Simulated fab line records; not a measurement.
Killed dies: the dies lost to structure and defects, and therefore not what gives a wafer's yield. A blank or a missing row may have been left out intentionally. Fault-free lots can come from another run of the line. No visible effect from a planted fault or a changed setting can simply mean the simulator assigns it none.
fab line records :: flow gf180mcu :: part 2 of 2: steps 24 to 33 of 33
[record]
  lots = 5
  wafers = 15
  last-day = 34
route steps=602 shown V5@565 TOP_METAL@567 PASSIVATION@587
lots untouched by any fault: they come from a run of this same line in which no faults occurred
start-h: the number of hours between the record's first day and the start of the first shown wafer of the lot :: wait-h: time in hours since the lot's previous step :: " same as the row above :: L1.1+2: a single row standing in for several wafers :: - no value, or no start was given :: * or withheld: withheld :: < > ~ a bound
route shown NAME@n: names a module that has steps shown in the file, with the first one's number in the route :: usual: mean/standard deviation of fault-free wafers :: same: alike in all rows :: chamber/n: place in a boat :: sites: per-site readings :: _std_site: standard deviation across them :: _edge_site: mean of outer sites minus mean of inner sites :: radius-mm: for every site, how far away it sits from the centre of the wafer :: mask NAME#n: copy n :: behind: the last tool/chamber to shape the wafer :: hold: why the lot went on hold/how many hours it stayed there/how the hold came to an end :: device: the n, p or np transistor that did not switch :: end of line: at the end of the route, the tests of the same wafers :: for a step that has no rows: nothing shown but its recipe :: killed: count of dies lost to structure and defects at first sort (not the wafer's yield) :: map: per-die view of a wafer (x killed, . not killed, _ where there is no die)
set.NAME: setting as actually run; set.NAME@STEP: the setting as run at that earlier step :: model.NAME: the simulator's own value behind a step, which no gauge read
certain route steps with their lots: each step a table, each wafer a row
services: a tool's chamber out of use, with start hour (start-h, from the record's first day; less than 0 if before it), hours out, and reason
[[steps]]
[step GF_PASSIVATION_THK_MEAS_01]
[recipe]
  reads = SiO2_of_PASSIVATION_CVD_00
[usual]
  PASSIVATION_CVD_00_THK = 997/12
lot.wafer: L076.1
tool: film-metro-04
chamber: -
start-h: 661.84
wait-h: 0.0
PASSIVATION_CVD_00_THK[nm]: 993

lot.wafer: L076.2
tool: film-metro-04
chamber: -
start-h: 661.84
wait-h: 0.0
PASSIVATION_CVD_00_THK[nm]: 995

lot.wafer: L076.4
tool: film-metro-04
chamber: -
start-h: 661.84
wait-h: 0.0
PASSIVATION_CVD_00_THK[nm]: 1010

lot.wafer: L081.2
tool: film-metro-04
chamber: -
start-h: 703.64
wait-h: 0.0
PASSIVATION_CVD_00_THK[nm]: 1000

lot.wafer: L081.4
tool: film-metro-04
chamber: -
start-h: 703.64
wait-h: 0.0
PASSIVATION_CVD_00_THK[nm]: 1007

lot.wafer: L081.5
tool: film-metro-04
chamber: -
start-h: 703.64
wait-h: 0.0
PASSIVATION_CVD_00_THK[nm]: 1024

lot.wafer: L089.1
tool: film-metro-02
chamber: -
start-h: 752.57
wait-h: 0.0
PASSIVATION_CVD_00_THK[nm]: 978

lot.wafer: L089.2
tool: film-metro-02
chamber: -
start-h: 752.57
wait-h: 0.0
PASSIVATION_CVD_00_THK[nm]: 973

lot.wafer: L089.5
tool: film-metro-02
chamber: -
start-h: 752.57
wait-h: 0.0
PASSIVATION_CVD_00_THK[nm]: 991

lot.wafer: L091.1
tool: film-metro-01
chamber: -
start-h: 775.85
wait-h: 0.0
PASSIVATION_CVD_00_THK[nm]: 984

lot.wafer: L091.5
tool: film-metro-01
chamber: -
start-h: 775.85
wait-h: 0.0
PASSIVATION_CVD_00_THK[nm]: 1001

lot.wafer: L091.6
tool: film-metro-01
chamber: -
start-h: 775.85
wait-h: 0.0
PASSIVATION_CVD_00_THK[nm]: 988

lot.wafer: L097.1
tool: film-metro-02
chamber: -
start-h: 799.56
wait-h: 0.1
PASSIVATION_CVD_00_THK[nm]: 968

lot.wafer: L097.4
tool: film-metro-02
chamber: -
start-h: 799.56
wait-h: 0.1
PASSIVATION_CVD_00_THK[nm]: 978

lot.wafer: L097.6
tool: film-metro-02
chamber: -
start-h: 799.56
wait-h: 0.1
PASSIVATION_CVD_00_THK[nm]: 987
[step GF_PASSIVATION_CVD_02]
[recipe]
  material = Si3N4
  target-thk-nm = 700
  time-s = 486.18
  temp-c = 400
  rf-w = 450
[usual]
  heater-power-w = 720/100
  susceptor-temp-C = 400.00/0.2
lot.wafer: L076.1
tool: pecvd-01
chamber: 2
start-h: 661.90
wait-h: 0.1
heater-power-w: 715
susceptor-temp-C: 400.20

lot.wafer: L076.2
tool: pecvd-01
chamber: 0
start-h: 661.90
wait-h: 0.1
heater-power-w: 657
susceptor-temp-C: 400.28

lot.wafer: L076.4
tool: pecvd-01
chamber: 2
start-h: 661.90
wait-h: 0.1
heater-power-w: 757
susceptor-temp-C: 400.37

lot.wafer: L081.2
tool: pecvd-02
chamber: 0
start-h: 703.69
wait-h: 0.0
heater-power-w: 710
susceptor-temp-C: 399.92

lot.wafer: L081.4
tool: pecvd-02
chamber: 0
start-h: 703.69
wait-h: 0.0
heater-power-w: 577
susceptor-temp-C: 400.13

lot.wafer: L081.5
tool: pecvd-02
chamber: 1
start-h: 703.69
wait-h: 0.0
heater-power-w: 666
susceptor-temp-C: 399.59

lot.wafer: L089.1
tool: pecvd-01
chamber: 0
start-h: 752.63
wait-h: 0.1
heater-power-w: 657
susceptor-temp-C: 399.97

lot.wafer: L089.2
tool: pecvd-01
chamber: 2
start-h: 752.63
wait-h: 0.1
heater-power-w: 802
susceptor-temp-C: 399.66

lot.wafer: L089.5
tool: pecvd-01
chamber: 1
start-h: 752.63
wait-h: 0.1
heater-power-w: 656
susceptor-temp-C: 400.17

lot.wafer: L091.1
tool: pecvd-03
chamber: 0
start-h: 775.91
wait-h: 0.1
heater-power-w: 714
susceptor-temp-C: 400.09

lot.wafer: L091.5
tool: pecvd-03
chamber: 1
start-h: 775.91
wait-h: 0.1
heater-power-w: 944
susceptor-temp-C: 400.13

lot.wafer: L091.6
tool: pecvd-03
chamber: 0
start-h: 775.91
wait-h: 0.1
heater-power-w: 731
susceptor-temp-C: 399.82

lot.wafer: L097.1
tool: pecvd-03
chamber: 1
start-h: 799.62
wait-h: 0.1
heater-power-w: 866
susceptor-temp-C: 399.80

lot.wafer: L097.4
tool: pecvd-03
chamber: 0
start-h: 799.62
wait-h: 0.1
heater-power-w: 591
susceptor-temp-C: 400.14

lot.wafer: L097.6
tool: pecvd-03
chamber: 1
start-h: 799.62
wait-h: 0.1
heater-power-w: 900
susceptor-temp-C: 400.12
[step GF_PASSIVATION_THK_MEAS_03]
[recipe]
  reads = Si3N4_of_PASSIVATION_CVD_02
[usual]
  PASSIVATION_CVD_02_THK = 701/8.3
lot.wafer: L076.1
tool: film-metro-04
chamber: -
start-h: 662.33
wait-h: 0.3
PASSIVATION_CVD_02_THK[nm]: 689

lot.wafer: L076.2
tool: film-metro-04
chamber: -
start-h: 662.33
wait-h: 0.3
PASSIVATION_CVD_02_THK[nm]: 698

lot.wafer: L076.4
tool: film-metro-04
chamber: -
start-h: 662.33
wait-h: 0.3
PASSIVATION_CVD_02_THK[nm]: 699

lot.wafer: L081.2
tool: film-metro-02
chamber: -
start-h: 703.99
wait-h: 0.2
PASSIVATION_CVD_02_THK[nm]: 695

lot.wafer: L081.4
tool: film-metro-02
chamber: -
start-h: 703.99
wait-h: 0.2
PASSIVATION_CVD_02_THK[nm]: 711

lot.wafer: L081.5
tool: film-metro-02
chamber: -
start-h: 703.99
wait-h: 0.2
PASSIVATION_CVD_02_THK[nm]: 705

lot.wafer: L089.1
tool: film-metro-04
chamber: -
start-h: 752.92
wait-h: 0.1
PASSIVATION_CVD_02_THK[nm]: 701

lot.wafer: L089.2
tool: film-metro-04
chamber: -
start-h: 752.92
wait-h: 0.1
PASSIVATION_CVD_02_THK[nm]: 696

lot.wafer: L089.5
tool: film-metro-04
chamber: -
start-h: 752.92
wait-h: 0.1
PASSIVATION_CVD_02_THK[nm]: 707

lot.wafer: L091.1
tool: film-metro-01
chamber: -
start-h: 776.34
wait-h: 0.3
PASSIVATION_CVD_02_THK[nm]: 694

lot.wafer: L091.5
tool: film-metro-01
chamber: -
start-h: 776.34
wait-h: 0.3
PASSIVATION_CVD_02_THK[nm]: 714

lot.wafer: L091.6
tool: film-metro-01
chamber: -
start-h: 776.34
wait-h: 0.3
PASSIVATION_CVD_02_THK[nm]: 702

lot.wafer: L097.1
tool: film-metro-01
chamber: -
start-h: 799.91
wait-h: 0.1
PASSIVATION_CVD_02_THK[nm]: 698

lot.wafer: L097.4
tool: film-metro-01
chamber: -
start-h: 799.91
wait-h: 0.1
PASSIVATION_CVD_02_THK[nm]: 706

lot.wafer: L097.6
tool: film-metro-01
chamber: -
start-h: 799.91
wait-h: 0.1
PASSIVATION_CVD_02_THK[nm]: 709
[step GF_PASSIVATION_DEHYDRATE_04]
[recipe]
  temp-c = 200
  time-s = 60
[usual]
  exhaust-pa = 45.0/0.81
lot.wafer: L076.1
tool: litho-track-02
chamber: 0
start-h: 671.41
wait-h: 9.1
exhaust-pa: 44.0

lot.wafer: L076.2
tool: litho-track-02
chamber: 0
start-h: 671.41
wait-h: 9.1
exhaust-pa: 43.7

lot.wafer: L076.4
tool: litho-track-02
chamber: 0
start-h: 671.41
wait-h: 9.1
exhaust-pa: 45.2

lot.wafer: L081.2
tool: litho-track-04
chamber: 0
start-h: 711.97
wait-h: 8.0
exhaust-pa: 46.3

lot.wafer: L081.4
tool: litho-track-04
chamber: 0
start-h: 711.97
wait-h: 8.0
exhaust-pa: 47.1

lot.wafer: L081.5
tool: litho-track-04
chamber: 0
start-h: 711.97
wait-h: 8.0
exhaust-pa: 45.8

lot.wafer: L089.1
tool: litho-track-03
chamber: 0
start-h: 760.57
wait-h: 7.6
exhaust-pa: 43.8

lot.wafer: L089.2
tool: litho-track-03
chamber: 0
start-h: 760.57
wait-h: 7.6
exhaust-pa: 45.5

lot.wafer: L089.5
tool: litho-track-03
chamber: 0
start-h: 760.57
wait-h: 7.6
exhaust-pa: 45.1

lot.wafer: L091.1
tool: litho-track-04
chamber: 0
start-h: 783.39
wait-h: 7.0
exhaust-pa: 43.3

lot.wafer: L091.5
tool: litho-track-04
chamber: 0
start-h: 783.39
wait-h: 7.0
exhaust-pa: 44.4

lot.wafer: L091.6
tool: litho-track-04
chamber: 0
start-h: 783.39
wait-h: 7.0
exhaust-pa: 44.6

lot.wafer: L097.1
tool: litho-track-02
chamber: 0
start-h: 806.71
wait-h: 6.8
exhaust-pa: 44.9

lot.wafer: L097.4
tool: litho-track-02
chamber: 0
start-h: 806.71
wait-h: 6.8
exhaust-pa: 46.0

lot.wafer: L097.6
tool: litho-track-02
chamber: 0
start-h: 806.71
wait-h: 6.8
exhaust-pa: 44.6
[step GF_PASSIVATION_HMDS_05]
[recipe]
  prime-time-s = 60
  prime-temp-c = 120
[usual]
  exhaust-pa = 45.1/0.89
lot.wafer: L076.1
tool: litho-track-02
chamber: 0
start-h: 671.56
wait-h: 0.1
exhaust-pa: 43.4

lot.wafer: L076.2
tool: litho-track-02
chamber: 0
start-h: 671.56
wait-h: 0.1
exhaust-pa: 45.1

lot.wafer: L076.4
tool: litho-track-02
chamber: 0
start-h: 671.56
wait-h: 0.1
exhaust-pa: 45.4

lot.wafer: L081.2
tool: litho-track-04
chamber: 0
start-h: 712.12
wait-h: 0.1
exhaust-pa: 44.9

lot.wafer: L081.4
tool: litho-track-04
chamber: 0
start-h: 712.12
wait-h: 0.1
exhaust-pa: 44.1

lot.wafer: L081.5
tool: litho-track-04
chamber: 0
start-h: 712.12
wait-h: 0.1
exhaust-pa: 44.7

lot.wafer: L089.1
tool: litho-track-03
chamber: 0
start-h: 760.72
wait-h: 0.1
exhaust-pa: 45.1

lot.wafer: L089.2
tool: litho-track-03
chamber: 0
start-h: 760.72
wait-h: 0.1
exhaust-pa: 44.7

lot.wafer: L089.5
tool: litho-track-03
chamber: 0
start-h: 760.72
wait-h: 0.1
exhaust-pa: 45.3

lot.wafer: L091.1
tool: litho-track-04
chamber: 0
start-h: 783.54
wait-h: 0.1
exhaust-pa: 44.8

lot.wafer: L091.5
tool: litho-track-04
chamber: 0
start-h: 783.54
wait-h: 0.1
exhaust-pa: 45.1

lot.wafer: L091.6
tool: litho-track-04
chamber: 0
start-h: 783.54
wait-h: 0.1
exhaust-pa: 46.2

lot.wafer: L097.1
tool: litho-track-02
chamber: 0
start-h: 806.86
wait-h: 0.1
exhaust-pa: 47.0

lot.wafer: L097.4
tool: litho-track-02
chamber: 0
start-h: 806.86
wait-h: 0.1
exhaust-pa: 46.1

lot.wafer: L097.6
tool: litho-track-02
chamber: 0
start-h: 806.86
wait-h: 0.1
exhaust-pa: 44.7
[step GF_PASSIVATION_COAT_06]
[recipe]
  spin-rpm = 2000
  resist-thk-nm = 4000
[usual]
  exhaust-pa = 45.1/0.86
lot.wafer: L076.1
tool: litho-track-02
chamber: 0
start-h: 671.71
wait-h: 0.1
exhaust-pa: 45.8

lot.wafer: L076.2
tool: litho-track-02
chamber: 0
start-h: 671.71
wait-h: 0.1
exhaust-pa: 45.5

lot.wafer: L076.4
tool: litho-track-02
chamber: 0
start-h: 671.71
wait-h: 0.1
exhaust-pa: 46.4

lot.wafer: L081.2
tool: litho-track-04
chamber: 0
start-h: 712.27
wait-h: 0.1
exhaust-pa: 44.6

lot.wafer: L081.4
tool: litho-track-04
chamber: 0
start-h: 712.27
wait-h: 0.1
exhaust-pa: 46.8

lot.wafer: L081.5
tool: litho-track-04
chamber: 0
start-h: 712.27
wait-h: 0.1
exhaust-pa: 45.6

lot.wafer: L089.1
tool: litho-track-03
chamber: 0
start-h: 760.87
wait-h: 0.1
exhaust-pa: 44.7

lot.wafer: L089.2
tool: litho-track-03
chamber: 0
start-h: 760.87
wait-h: 0.1
exhaust-pa: 45.8

lot.wafer: L089.5
tool: litho-track-03
chamber: 0
start-h: 760.87
wait-h: 0.1
exhaust-pa: 44.3

lot.wafer: L091.1
tool: litho-track-04
chamber: 0
start-h: 783.69
wait-h: 0.1
exhaust-pa: 44.3

lot.wafer: L091.5
tool: litho-track-04
chamber: 0
start-h: 783.69
wait-h: 0.1
exhaust-pa: 45.0

lot.wafer: L091.6
tool: litho-track-04
chamber: 0
start-h: 783.69
wait-h: 0.1
exhaust-pa: 46.8

lot.wafer: L097.1
tool: litho-track-02
chamber: 0
start-h: 807.01
wait-h: 0.1
exhaust-pa: 44.6

lot.wafer: L097.4
tool: litho-track-02
chamber: 0
start-h: 807.01
wait-h: 0.1
exhaust-pa: 44.9

lot.wafer: L097.6
tool: litho-track-02
chamber: 0
start-h: 807.01
wait-h: 0.1
exhaust-pa: 46.2
[step GF_PASSIVATION_SOFTBAKE_07]
[recipe]
  temp-c = 110
  time-s = withheld
[usual]
  exhaust-pa = 45.1/0.83
lot.wafer: L076.1
tool: litho-track-02
chamber: 0
start-h: 671.86
wait-h: 0.1
exhaust-pa: 45.2

lot.wafer: L076.2
tool: litho-track-02
chamber: 0
start-h: 671.86
wait-h: 0.1
exhaust-pa: 45.9

lot.wafer: L076.4
tool: litho-track-02
chamber: 0
start-h: 671.86
wait-h: 0.1
exhaust-pa: 45.4

lot.wafer: L081.2
tool: litho-track-04
chamber: 0
start-h: 712.43
wait-h: 0.1
exhaust-pa: 45.2

lot.wafer: L081.4
tool: litho-track-04
chamber: 0
start-h: 712.43
wait-h: 0.1
exhaust-pa: 46.0

lot.wafer: L081.5
tool: litho-track-04
chamber: 0
start-h: 712.43
wait-h: 0.1
exhaust-pa: 44.3

lot.wafer: L089.1
tool: litho-track-03
chamber: 0
start-h: 761.02
wait-h: 0.1
exhaust-pa: 45.2

lot.wafer: L089.2
tool: litho-track-03
chamber: 0
start-h: 761.02
wait-h: 0.1
exhaust-pa: 45.3

lot.wafer: L089.5
tool: litho-track-03
chamber: 0
start-h: 761.02
wait-h: 0.1
exhaust-pa: 45.1

lot.wafer: L091.1
tool: litho-track-04
chamber: 0
start-h: 783.84
wait-h: 0.1
exhaust-pa: 44.4

lot.wafer: L091.5
tool: litho-track-04
chamber: 0
start-h: 783.84
wait-h: 0.1
exhaust-pa: 44.6

lot.wafer: L091.6
tool: litho-track-04
chamber: 0
start-h: 783.84
wait-h: 0.1
exhaust-pa: 43.5

lot.wafer: L097.1
tool: litho-track-02
chamber: 0
start-h: 807.16
wait-h: 0.1
exhaust-pa: 45.4

lot.wafer: L097.4
tool: litho-track-02
chamber: 0
start-h: 807.16
wait-h: 0.1
exhaust-pa: 45.5

lot.wafer: L097.6
tool: litho-track-02
chamber: 0
start-h: 807.16
wait-h: 0.1
exhaust-pa: 45.3
[step GF_PASSIVATION_EXPOSE_08]
[recipe]
  mask-id = Pad
  target-cd-nm = 40000
  na = 0.57
  dose-mj = 310
[usual]
  exposure-dose-mJ-cm2 = 310.1/0.33
  focus-offset-nm = 0.1/0.53
lot.wafer: L076.1
tool: iline-stepper-01
chamber: 0
start-h: -
wait-h: -
mask: Pad#0
exposure-dose-mJ-cm2: 310.2
focus-offset-nm: -0.1

lot.wafer: L076.2
tool: iline-stepper-01
chamber: 0
start-h: -
wait-h: -
mask: Pad#0
exposure-dose-mJ-cm2: 310.1
focus-offset-nm: -0.1

lot.wafer: L076.4
tool: iline-stepper-01
chamber: 0
start-h: -
wait-h: -
mask: Pad#0
exposure-dose-mJ-cm2: 310.4
focus-offset-nm: 0.5

lot.wafer: L081.2
tool: iline-stepper-02
chamber: 0
start-h: -
wait-h: -
mask: Pad#0
exposure-dose-mJ-cm2: 309.5
focus-offset-nm: 0.7

lot.wafer: L081.4
tool: iline-stepper-02
chamber: 0
start-h: -
wait-h: -
mask: Pad#0
exposure-dose-mJ-cm2: 309.8
focus-offset-nm: -0.3

lot.wafer: L081.5
tool: iline-stepper-02
chamber: 0
start-h: -
wait-h: -
mask: Pad#0
exposure-dose-mJ-cm2: 309.4
focus-offset-nm: 1.2

lot.wafer: L089.1
tool: iline-stepper-01
chamber: 0
start-h: -
wait-h: -
mask: Pad#0
exposure-dose-mJ-cm2: 309.8
focus-offset-nm: -0.1

lot.wafer: L089.2
tool: iline-stepper-01
chamber: 0
start-h: -
wait-h: -
mask: Pad#0
exposure-dose-mJ-cm2: 310.0
focus-offset-nm: 0.2

lot.wafer: L089.5
tool: iline-stepper-01
chamber: 0
start-h: -
wait-h: -
mask: Pad#0
exposure-dose-mJ-cm2: 309.6
focus-offset-nm: -0.3

lot.wafer: L091.1
tool: iline-stepper-01
chamber: 0
start-h: -
wait-h: -
mask: Pad#0
exposure-dose-mJ-cm2: 309.6
focus-offset-nm: 0.8

lot.wafer: L091.5
tool: iline-stepper-01
chamber: 0
start-h: -
wait-h: -
mask: Pad#0
exposure-dose-mJ-cm2: 309.8
focus-offset-nm: -0.3

lot.wafer: L091.6
tool: iline-stepper-01
chamber: 0
start-h: -
wait-h: -
mask: Pad#0
exposure-dose-mJ-cm2: 309.6
focus-offset-nm: -0.7

lot.wafer: L097.1
tool: iline-stepper-01
chamber: 0
start-h: -
wait-h: -
mask: Pad#0
exposure-dose-mJ-cm2: 309.7
focus-offset-nm: 0.4

lot.wafer: L097.4
tool: iline-stepper-01
chamber: 0
start-h: -
wait-h: -
mask: Pad#0
exposure-dose-mJ-cm2: 310.6
focus-offset-nm: -0.7

lot.wafer: L097.6
tool: iline-stepper-01
chamber: 0
start-h: -
wait-h: -
mask: Pad#0
exposure-dose-mJ-cm2: 310.4
focus-offset-nm: -0.5
[step GF_PASSIVATION_PEB_09]
[recipe]
  temp-c = 115
  time-s = withheld
[usual]
  exhaust-pa = 44.7/0.77
lot.wafer: L076.1
tool: litho-track-03
chamber: 0
start-h: -
wait-h: -
exhaust-pa: 45.4

lot.wafer: L076.2
tool: litho-track-03
chamber: 0
start-h: -
wait-h: -
exhaust-pa: 45.5

lot.wafer: L076.4
tool: litho-track-03
chamber: 0
start-h: -
wait-h: -
exhaust-pa: 46.9

lot.wafer: L081.2
tool: litho-track-03
chamber: 0
start-h: -
wait-h: -
exhaust-pa: 44.6

lot.wafer: L081.4
tool: litho-track-03
chamber: 0
start-h: -
wait-h: -
exhaust-pa: 45.3

lot.wafer: L081.5
tool: litho-track-03
chamber: 0
start-h: -
wait-h: -
exhaust-pa: 44.7

lot.wafer: L089.1
tool: litho-track-02
chamber: 0
start-h: -
wait-h: -
exhaust-pa: 44.9

lot.wafer: L089.2
tool: litho-track-02
chamber: 0
start-h: -
wait-h: -
exhaust-pa: 44.1

lot.wafer: L089.5
tool: litho-track-02
chamber: 0
start-h: -
wait-h: -
exhaust-pa: 45.4

lot.wafer: L091.1
tool: litho-track-03
chamber: 0
start-h: -
wait-h: -
exhaust-pa: 44.9

lot.wafer: L091.5
tool: litho-track-03
chamber: 0
start-h: -
wait-h: -
exhaust-pa: 45.0

lot.wafer: L091.6
tool: litho-track-03
chamber: 0
start-h: -
wait-h: -
exhaust-pa: 45.2

lot.wafer: L097.1
tool: litho-track-03
chamber: 0
start-h: -
wait-h: -
exhaust-pa: 46.0

lot.wafer: L097.4
tool: litho-track-03
chamber: 0
start-h: -
wait-h: -
exhaust-pa: 45.1

lot.wafer: L097.6
tool: litho-track-03
chamber: 0
start-h: -
wait-h: -
exhaust-pa: 46.8
[step GF_PASSIVATION_DEVELOP_10]
[recipe]
  develop-time-s = 58.5
  dev-temp-c = 23
[usual]
  exhaust-pa = 44.9/0.88
lot.wafer: L076.1
tool: litho-track-03
chamber: 0
start-h: -
wait-h: -
exhaust-pa: 44.3

lot.wafer: L076.2
tool: litho-track-03
chamber: 0
start-h: -
wait-h: -
exhaust-pa: 43.9

lot.wafer: L076.4
tool: litho-track-03
chamber: 0
start-h: -
wait-h: -
exhaust-pa: 43.7

lot.wafer: L081.2
tool: litho-track-03
chamber: 0
start-h: -
wait-h: -
exhaust-pa: 45.6

lot.wafer: L081.4
tool: litho-track-03
chamber: 0
start-h: -
wait-h: -
exhaust-pa: 45.0

lot.wafer: L081.5
tool: litho-track-03
chamber: 0
start-h: -
wait-h: -
exhaust-pa: 45.5

lot.wafer: L089.1
tool: litho-track-02
chamber: 0
start-h: -
wait-h: -
exhaust-pa: 43.8

lot.wafer: L089.2
tool: litho-track-02
chamber: 0
start-h: -
wait-h: -
exhaust-pa: 44.5

lot.wafer: L089.5
tool: litho-track-02
chamber: 0
start-h: -
wait-h: -
exhaust-pa: 44.0

lot.wafer: L091.1
tool: litho-track-03
chamber: 0
start-h: -
wait-h: -
exhaust-pa: 46.7

lot.wafer: L091.5
tool: litho-track-03
chamber: 0
start-h: -
wait-h: -
exhaust-pa: 46.6

lot.wafer: L091.6
tool: litho-track-03
chamber: 0
start-h: -
wait-h: -
exhaust-pa: 45.8

lot.wafer: L097.1
tool: litho-track-03
chamber: 0
start-h: -
wait-h: -
exhaust-pa: 44.8

lot.wafer: L097.4
tool: litho-track-03
chamber: 0
start-h: -
wait-h: -
exhaust-pa: 44.1

lot.wafer: L097.6
tool: litho-track-03
chamber: 0
start-h: -
wait-h: -
exhaust-pa: 44.7
[[services]]
tool: iline-stepper-01
chamber: -
start-h: 617.63
hours: 1.2
kind: repair

tool: wet-bench-01
chamber: -
start-h: 624.77
hours: 1.9
kind: pm

tool: cmp-02
chamber: -
start-h: 625.36
hours: 3.4
kind: pm

tool: pecvd-01
chamber: 1
start-h: 648.80
hours: 20.7
kind: repair

tool: rie-metal-04
chamber: 1
start-h: 652.73
hours: 21.3
kind: repair

tool: plasma-asher-04
chamber: -
start-h: 665.29
hours: 28.1
kind: pm

tool: cmp-02
chamber: -
start-h: 666.25
hours: 6.4
kind: pm

tool: pecvd-03
chamber: 0
start-h: 669.75
hours: 11.9
kind: repair

tool: pvd-sputter-03
chamber: -
start-h: 683.69
hours: 2.2
kind: repair

tool: pecvd-01
chamber: 2
start-h: 685.92
hours: 8.9
kind: repair

tool: cmp-02
chamber: -
start-h: 707.93
hours: 1.9
kind: repair

tool: plasma-asher-04
chamber: -
start-h: 722.11
hours: 0.3
kind: repair

tool: cmp-02
chamber: -
start-h: 725.28
hours: 1.7
kind: repair

tool: plasma-asher-04
chamber: -
start-h: 733.75
hours: 9.0
kind: pm

tool: pecvd-03
chamber: -
start-h: 734.92
hours: 14.6
kind: pm

tool: pvd-sputter-03
chamber: -
start-h: 735.60
hours: 9.0
kind: repair

tool: cmp-02
chamber: -
start-h: 744.27
hours: 4.0
kind: pm

tool: cmp-02
chamber: -
start-h: 750.06
hours: 2.4
kind: repair

tool: pvd-sputter-04
chamber: -
start-h: 757.56
hours: 5.7
kind: repair

tool: pvd-sputter-04
chamber: -
start-h: 771.87
hours: 4.6
kind: repair

tool: pecvd-03
chamber: 2
start-h: 773.28
hours: 5.5
kind: repair

tool: pvd-sputter-01
chamber: -
start-h: 782.55
hours: 12.0
kind: repair

tool: plasma-asher-04
chamber: -
start-h: 785.02
hours: 1.1
kind: repair

tool: cmp-02
chamber: -
start-h: 785.64
hours: 1.2
kind: repair
